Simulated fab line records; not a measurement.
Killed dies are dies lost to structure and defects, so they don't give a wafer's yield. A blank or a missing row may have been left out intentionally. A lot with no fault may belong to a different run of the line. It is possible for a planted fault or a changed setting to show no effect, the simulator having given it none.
Matching of chambers + flow gf180mcu + cmp-02 running GF_CONTACT_CMP_04: 3 sister chambers
The step polishes SiO2. 3 wafers are shown with their chamber, then 4 later ones without.

## EACH WAFER AND ITS CHAMBER
| wafer  | chamber | motorCurrentA (A) |
|--------|---------|-------------------|
| L422.6 | 1       | 12.8              |
| L425.3 | 2       | 13.8              |
| L425.4 | 0       | 14.0              |

## WAFERS WHOSE CHAMBER IS MISSING
| wafer  | motorCurrentA (A) |
|--------|-------------------|
| L425.5 | 12.9              |
| L435.4 | 13.0              |
| L435.6 | 13.3              |
| L438.3 | 13.4              |

## EACH ONE'S CHAMBER
| wafer  | from the rows above          | in truth |
|--------|------------------------------|----------|
| L425.5 | 1                            | 1        |
| L435.4 | can't be placed: 1 or 2      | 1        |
| L435.6 | can't be placed: 1 or 2 or 0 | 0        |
| L438.3 | can't be placed: 2 or 0 or 1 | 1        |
1 of 4 placed correctly. Cannot be placed on the basis of these rows: 3; the candidates contain the true chamber in 3. Wrongly placed: 0.
How it was worked out, from the rows above alone: a wafer's distance from a chamber is the root of the sum, over the readings, of the square of ((its reading less the chamber's mean) divided by the reading's scatter). If the next closest chamber is less than 2 further off than the closest, the wafer can't be placed; otherwise it belongs to the closest. The mean given for a chamber averages the wafers shown for that chamber. The scatter: root of mean squared gap, hidden wafer to nearest shown wafer, with one shown wafer a chamber.
